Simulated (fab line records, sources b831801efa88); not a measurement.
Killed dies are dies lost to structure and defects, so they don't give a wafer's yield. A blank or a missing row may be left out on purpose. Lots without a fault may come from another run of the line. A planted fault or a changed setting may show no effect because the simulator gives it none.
Which tool did it? | flow gf180mcu | 6 lots, 18 wafers sampled, at 2 steps of a route of 602

WHAT THE GAUGES READ, wafer by wafer
GF_HV_LDD_TW_MEAS_50.
lot  | measured     | on            | HV_LDD_4_TW
L134 | day 12 16:17 | film_metro-01 | 560 561 561
L137 | day 13 19:49 | film_metro-01 | 562 561 564
L139 | day 14 07:10 | film_metro-02 | 570 574 573
L144 | day 16 03:16 | film_metro-04 | 572 572 571
L147 | day 17 02:19 | film_metro-01 | 561 565 561
L154 | day 19 11:17 | film_metro-02 | 706 705 706

WHICH TOOL RAN EACH LOT (tool, then ch and the chambers of the sampled wafers, then the start)
lot  | GF_HV_LDD_IMPLANT_48
L134 | implanter-03 ch 0, day 12 16:05
L137 | implanter-02 ch 0, day 13 19:35
L139 | implanter-03 ch 0, day 14 06:56
L144 | implanter-02 ch 0, day 16 03:03
L147 | implanter-02 ch 0, day 17 02:05
L154 | implanter-02 ch 0, day 19 11:02
- GF_HV_LDD_IMPLANT_48

THE ANSWER, worked out from the rows above alone
Rule: what is usual is taken from the lots themselves. Put in order of their means at a reading, lots are off if they are a third of the lots or fewer, leave a main group of 4 or more, and stand apart from it by a gap of 3 or more times the standard deviation of the main group's means; of several such gaps the widest counts. A main group whose means are all the same, to the digits that the tables above print for the reading, isn't used. A lot without any number at a reading at which 4 lots or more have one is off too. The other lots that the step has rows for count as sound.
Off: L154, at GF_HV_LDD_TW_MEAS_50 (HV_LDD_4_TW). The main group: mean 566, standard deviation 5.
A tool fits if, at a process step before that reading, it ran every lot that is off, and no sound lot after the first of them. The gauges at GF_HV_LDD_TW_MEAS_50 are tried like those tools. Can't be told from this: 2 tools fit, implanter-02 at GF_HV_LDD_IMPLANT_48, film_metro-02 at GF_HV_LDD_TW_MEAS_50.

WHAT THE SIMULATOR HAD PUT IN
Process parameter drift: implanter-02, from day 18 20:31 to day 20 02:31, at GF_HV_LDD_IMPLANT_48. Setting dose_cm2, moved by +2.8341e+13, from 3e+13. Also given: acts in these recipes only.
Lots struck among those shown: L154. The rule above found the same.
